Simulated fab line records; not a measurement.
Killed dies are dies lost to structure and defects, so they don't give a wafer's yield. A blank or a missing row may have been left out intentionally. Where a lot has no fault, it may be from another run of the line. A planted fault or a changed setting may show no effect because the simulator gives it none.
fab line records	flow gf180mcu
[record] lots = 12	wafers = 36	lastDay = 33
route steps=602 shown VT_IMPLANT@132 V5@540 PASSIVATION@599
lots untouched by any fault: they come from a run of this same line in which no faults occurred
startH: the number of hours between the record's first day and the start of the first shown wafer of the lot	waitH: hours from the lot's prior step to this one	" unchanged from the row above	L1.1+2: one row covering several wafers at once	- no value present, or no start provided	* or withheld: withheld	< > ~ a bound
route shown NAME@n: a module of which the file shows steps, and the number in the route of the first	usual: mean/standard deviation of fault-free wafers	same: alike in all rows	chamber/n: place in a boat	sites: readings site by site	_std_site: the values' standard deviation	_edge_site: the outer-site mean with the inner-site mean subtracted	radiusMm: for every site, how far away it sits from the centre of the wafer	mask NAME#n: copy n	behind: the last tool/chamber to shape the wafer	hold: the reason the lot was held/the length of the hold in hours/how it ended	device: names the non-switching transistor (n, p or np)	end of line: the same wafers' tests at the end of the route	where a step has no rows: the recipe by itself	killed: at the first sort, the dies lost to defects and structure; wafer yield is something else	map: a wafer's dies, marking killed ones x, the rest . and places with no die _
set.NAME: the setting the step ran with; set.NAME@STEP: the setting that earlier step ran with	model.NAME: the simulator's own value behind a step, which no gauge read
one table for each step of the route and one row for each wafer, over a sample of lots
services: the hour from which a tool's chamber was out of use, counted from the record's first day as startH (under 0 if before that day), plus the number of hours and why
[[steps]]
[step GF_VT_IMPLANT_STRIP_42]
[recipe] chemistry = O2/N2	powerW = 1400	pressureMtorr = 1500	platenTempC = 250	o2FlowSccm = 3000	n2FlowSccm = 300	overashFraction = 0.5
[usual] drypumpMotorCurrentA = 5.60/0.24	heaterPowerW = 341/14	oesProductAu = 0.716/0.0043	stripTimeToEndpointS = 12.63/0.035
lot.wafer	tool	chamber	startH	waitH	drypumpMotorCurrentA	heaterPowerW	oesProductAu	rfHoursCounterH	stripTimeToEndpointS
L327.4	plasmaAsher-02	1	157.62	0.1	5.94	341	0.714	-	12.63
L327.5	"	0	"	"	6.03	338	0.712	-	12.65
L327.6	"	1	"	"	5.94	329	0.722	-	12.63
L328.1	plasmaAsher-02	0	164.26	0.1	6.07	343	0.722	53	12.63
L328.4	"	0	"	"	6.04	334	0.723	-	12.58
L328.5	"	1	"	"	5.96	333	0.715	-	12.57
L329.3	plasmaAsher-04	1	177.37	0.1	5.46	321	0.709	-	12.64
L329.4	"	0	"	"	5.38	360	0.716	-	12.63
L329.5	"	1	"	"	5.45	321	0.716	-	12.62
L331.2	plasmaAsher-04	1	182.23	0.1	5.44	325	0.717	38	12.61
L331.3	"	1	"	"	5.47	316	0.711	-	12.64
L331.6	"	0	"	"	5.37	358	0.716	-	12.64
L333.3	plasmaAsher-03	1	198.22	0.1	5.67	336	0.710	-	12.64
L333.4	"	0	"	"	5.41	353	0.715	-	12.65
L333.6	"	0	"	"	5.40	350	0.726	-	12.64
L334.1	plasmaAsher-03	0	205.78	0.1	5.40	358	0.721	9	12.59
L334.5	"	0	"	"	5.42	363	0.718	-	12.63
L334.6	"	1	"	"	5.72	324	0.722	-	12.57
L335.2	plasmaAsher-04	1	209.17	0.1	5.46	319	0.713	41	12.60
L335.3	"	0	"	"	5.37	360	0.713	-	12.61
L335.5	"	1	"	"	5.45	317	0.715	-	12.58
L337.2	plasmaAsher-04	0	228.41	0.1	5.38	373	0.713	43	12.60
L337.3	"	1	"	"	5.46	333	0.722	-	12.61
L337.6	"	1	"	"	5.45	320	0.711	-	12.66
L338.1	plasmaAsher-03	1	234.72	0.1	5.73	338	0.720	12	12.69
L338.3	"	1	"	"	5.70	347	0.715	-	12.61
L338.6	"	1	"	"	5.67	340	0.714	-	12.66
L340.1	plasmaAsher-02	0	244.63	0.1	6.04	322	0.713	62	12.68
L340.2	"	1	"	"	5.95	329	0.717	62	12.70
L340.6	"	0	"	"	6.04	335	0.720	-	12.68
L341.3	plasmaAsher-02	0	250.61	0.1	6.08	338	0.706	-	12.62
L341.5	"	0	"	"	6.06	338	0.718	-	12.62
L341.6	"	1	"	"	5.94	342	0.712	-	12.61
L347.1	plasmaAsher-04	1	293.33	0.1	5.47	323	0.718	48	12.65
L347.2	"	0	"	"	5.40	361	0.720	48	12.63
L347.6	"	0	"	"	5.39	370	0.713	-	12.61
[step GF_V5_CVD_00]
[recipe] material = SiO2	targetThkNm = 300	sigmaOpenFrac = 0.3	tempC = 400	timeS = 50	sih4FlowSccm = 60	pressureMtorr = 6
[usual] sih4FlowSccm = 60.00/0.16
lot.wafer	tool	chamber	startH	waitH	sih4FlowSccm
L327.4	hdpcvd-02	2	609.37	0.0	59.97
L327.5	"	0	"	"	59.98
L327.6	"	1	"	"	60.15
L328.1	hdpcvd-01	2	620.88	0.0	60.23
L328.4	"	1	"	"	60.12
L328.5	"	2	"	"	60.10
L329.3	hdpcvd-01	0	630.22	0.0	59.99
L329.4	"	2	"	"	59.99
L329.5	"	0	"	"	60.10
L331.2	hdpcvd-01	0	637.29	0.0	59.92
L331.3	"	2	"	"	60.12
L331.6	"	1	"	"	60.05
L333.3	hdpcvd-01	2	657.14	0.0	60.06
L333.4	"	1	"	"	59.99
L333.6	"	2	"	"	59.63
L334.1	hdpcvd-02	0	662.58	0.0	60.01
L334.5	"	0	"	"	59.97
L334.6	"	1	"	"	60.16
L335.2	hdpcvd-01	1	669.33	0.0	59.89
L335.3	"	2	"	"	59.99
L335.5	"	1	"	"	59.99
L337.2	hdpcvd-02	1	689.17	0.0	59.86
L337.3	"	0	"	"	60.05
L337.6	"	2	"	"	59.70
L338.1	hdpcvd-01	1	694.57	0.0	59.68
L338.3	"	2	"	"	59.86
L338.6	"	2	"	"	60.15
L340.1	hdpcvd-02	1	704.02	0.0	51.11
L340.2	"	2	"	"	50.88
L340.6	"	0	"	"	50.94
L341.3	hdpcvd-02	2	711.88	0.0	50.64
L341.5	"	1	"	"	51.14
L341.6	"	2	"	"	50.69
L347.1	hdpcvd-01	1	750.98	0.0	59.83
L347.2	"	2	"	"	60.04
L347.6	"	2	"	"	60.03
[step GF_V5_THK_MEAS_01]
[recipe] reads = SiO2_of_V5_CVD_00
[usual] V5_CVD_00_THK = 300/3.4
lot.wafer	tool	chamber	startH	waitH	V5_CVD_00_THK[nm]
L327.4	filmMetro-01	-	609.42	0.0	302
L327.5	"	-	"	"	305
L327.6	"	-	"	"	305
L328.1	filmMetro-04	-	620.92	0.0	296
L328.4	"	-	"	"	299
L328.5	"	-	"	"	297
L329.3	filmMetro-02	-	630.29	0.0	303
L329.4	"	-	"	"	299
L329.5	"	-	"	"	303
L331.2	filmMetro-01	-	637.34	0.0	294
L331.3	"	-	"	"	298
L331.6	"	-	"	"	298
L333.3	filmMetro-04	-	657.20	0.0	301
L333.4	"	-	"	"	302
L333.6	"	-	"	"	297
L334.1	filmMetro-04	-	662.65	0.0	304
L334.5	"	-	"	"	302
L334.6	"	-	"	"	301
L335.2	filmMetro-01	-	669.38	0.0	305
L335.3	"	-	"	"	300
L335.5	"	-	"	"	304
L337.2	filmMetro-02	-	689.23	0.0	301
L337.3	"	-	"	"	300
L337.6	"	-	"	"	303
L338.1	filmMetro-01	-	694.61	0.0	302
L338.3	"	-	"	"	301
L338.6	"	-	"	"	302
L340.1	filmMetro-01	-	704.06	0.0	254
L340.2	"	-	"	"	250
L340.6	"	-	"	"	248
L341.3	filmMetro-01	-	711.95	0.0	256
L341.5	"	-	"	"	253
L341.6	"	-	"	"	254
L347.1	filmMetro-01	-	751.02	0.0	296
L347.2	"	-	"	"	291
L347.6	"	-	"	"	292
[step GF_V5_THK_MEAS_03]
[recipe] reads = SiO2_of_V5_CVD_02
[usual] V5_CVD_02_THK = 1445/19
lot.wafer	tool	chamber	startH	waitH	V5_CVD_02_THK[nm]
L327.4	filmMetro-02	-	609.59	0.0	1457
L327.5	"	-	"	"	1446
L327.6	"	-	"	"	1427
L328.1	filmMetro-01	-	621.09	0.1	1450
L328.4	"	-	"	"	1460
L328.5	"	-	"	"	1454
L329.3	filmMetro-01	-	630.45	0.1	1453
L329.4	"	-	"	"	1485
L329.5	"	-	"	"	1476
L331.2	filmMetro-02	-	637.51	0.1	1439
L331.3	"	-	"	"	1427
L331.6	"	-	"	"	1464
L333.3	filmMetro-04	-	657.49	0.2	1422
L333.4	"	-	"	"	1440
L333.6	"	-	"	"	1446
L334.1	filmMetro-02	-	662.82	0.1	1425
L334.5	"	-	"	"	1458
L334.6	"	-	"	"	1444
L335.2	filmMetro-02	-	669.55	0.1	1423
L335.3	"	-	"	"	1414
L335.5	"	-	"	"	1407
L337.2	filmMetro-01	-	689.39	0.1	1423
L337.3	"	-	"	"	1415
L337.6	"	-	"	"	1445
L338.1	filmMetro-02	-	694.78	0.1	1438
L338.3	"	-	"	"	1430
L338.6	"	-	"	"	1444
L340.1	filmMetro-01	-	704.23	0.1	1440
L340.2	"	-	"	"	1449
L340.6	"	-	"	"	1465
L341.3	filmMetro-01	-	712.11	0.1	1414
L341.5	"	-	"	"	1441
L341.6	"	-	"	"	1426
L347.1	filmMetro-04	-	751.19	0.1	1419
L347.2	"	-	"	"	1418
L347.6	"	-	"	"	1447
[step GF_PASSIVATION_STRIP_12]
[recipe] chemistry = O2/N2	powerW = 1400	pressureMtorr = 1500	platenTempC = 250	o2FlowSccm = 3000	n2FlowSccm = 300	overashFraction = 0.5
[usual] drypumpMotorCurrentA = 5.74/0.28	heaterPowerW = 335/17	oesProductAu = 0.719/0.0049	stripTimeToEndpointS = 34.86/0.25
lot.wafer	tool	chamber	startH	waitH	drypumpMotorCurrentA	heaterPowerW	oesProductAu	rfHoursCounterH	stripTimeToEndpointS
L327.4	plasmaAsher-03	0	672.55	0.2	5.39	355	0.718	-	35.06
L327.5	"	0	"	"	5.38	353	0.721	-	35.31
L327.6	"	1	"	"	5.69	337	0.719	-	34.93
L328.1	plasmaAsher-04	1	684.15	0.1	5.47	331	0.713	91	34.80
L328.4	"	0	"	"	5.40	363	0.719	-	34.42
L328.5	"	0	"	"	5.41	356	0.719	-	34.81
L329.3	plasmaAsher-02	0	692.64	0.2	6.07	331	0.722	-	34.39
L329.4	"	1	"	"	5.94	318	0.729	-	34.82
L329.5	"	0	"	"	6.09	339	0.722	-	34.90
L331.2	plasmaAsher-02	0	699.86	0.1	6.03	351	0.718	31	35.23
L331.3	"	0	"	"	6.05	343	0.719	-	34.56
L331.6	"	1	"	"	5.95	307	0.716	-	34.92
L333.3	plasmaAsher-03	0	717.14	0.2	5.42	346	0.720	-	34.90
L333.4	"	1	"	"	5.69	344	0.721	-	35.02
L333.6	"	1	"	"	5.68	335	0.727	-	34.92
L334.1	plasmaAsher-02	0	721.93	0.1	6.01	338	0.722	33	34.78
L334.5	"	1	"	"	5.96	313	0.711	-	34.82
L334.6	"	0	"	"	6.04	342	0.714	-	34.38
L335.2	plasmaAsher-03	1	728.68	0.1	5.70	333	0.721	68	34.81
L335.3	"	1	"	"	5.72	336	0.718	-	35.09
L335.5	"	0	"	"	5.40	350	0.724	-	34.79
L337.2	plasmaAsher-04	0	746.06	0.1	5.38	364	0.719	98	34.94
L337.3	"	1	"	"	5.47	324	0.715	-	35.09
L337.6	"	1	"	"	5.47	315	0.712	-	35.07
L338.1	plasmaAsher-04	0	750.83	0.1	5.40	360	0.720	98	34.72
L338.3	"	0	"	"	5.37	366	0.716	-	34.96
L338.6	"	0	"	"	5.36	355	0.722	-	35.26
L340.1	plasmaAsher-02	0	760.95	0.1	6.10	345	0.712	37	34.30
L340.2	"	1	"	"	5.95	312	0.721	37	34.87
L340.6	"	1	"	"	5.93	313	0.718	-	34.73
L341.3	plasmaAsher-02	1	765.49	0.2	5.95	308	0.726	-	34.60
L341.5	"	0	"	"	6.04	340	0.714	-	34.30
L341.6	"	1	"	"	5.96	319	0.716	-	34.84
L347.1	plasmaAsher-04	1	801.50	0.1	5.46	320	0.717	100	34.99
L347.2	"	0	"	"	5.37	362	0.713	100	35.06
L347.6	"	1	"	"	5.45	321	0.718	-	35.02
[[services]]
tool	chamber	startH	hours	kind
hdpcvd-02	0	169.79	9.3	repair
plasmaAsher-04	-	173.35	1.7	repair
hdpcvd-02	1	183.07	5.6	repair
plasmaAsher-03	-	187.30	0.8	repair
plasmaAsher-04	-	276.84	7.2	repair
plasmaAsher-02	-	297.49	18.7	repair
plasmaAsher-03	-	307.52	3.5	repair
plasmaAsher-04	-	335.77	15.6	pm
plasmaAsher-03	-	370.45	4.4	repair
plasmaAsher-04	-	406.65	0.8	repair
plasmaAsher-03	-	412.59	3.2	repair
plasmaAsher-02	-	421.25	9.0	pm
plasmaAsher-03	-	424.29	0.7	repair
hdpcvd-02	1	450.89	16.6	repair
hdpcvd-02	-	468.32	2.8	pm
hdpcvd-01	-	508.10	1.1	repair
hdpcvd-01	-	539.25	15.0	pm
plasmaAsher-03	-	556.08	2.8	pm
hdpcvd-02	-	577.86	0.7	repair
hdpcvd-02	2	648.18	19.2	repair
plasmaAsher-02	-	714.62	5.3	repair
plasmaAsher-04	-	753.41	28.1	pm
plasmaAsher-03	-	777.74	4.0	repair
plasmaAsher-04	-	791.54	1.4	repair
[[key]]
[firstSign] step = GF_V5_CVD_00	reading = sih4FlowSccm	direction = down	sigmas = 55	usual = 60.00	struck = 50.90
[effect] step = GF_V5_THK_MEAS_01	reading = V5_CVD_00_THK	direction = down	sigmas = 14	usual = 300	struck = 253
metAt GF_V5_CVD_00
struckLots L340,L341
notActingAt GF_VT_IMPLANT_STRIP_42,GF_V5_THK_MEAS_03,GF_PASSIVATION_STRIP_12
onsetBetween 689.17 704.02
[fault] kind = processParameterDrift	tool = hdpcvd-02	chamber = -	onsetH = 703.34	steps = GF_V5_CVD_00	channel = sih4FlowSccm	offset = -9	shape = step	endH = 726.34	actsIn = theseRecipesOnly	stated = 60
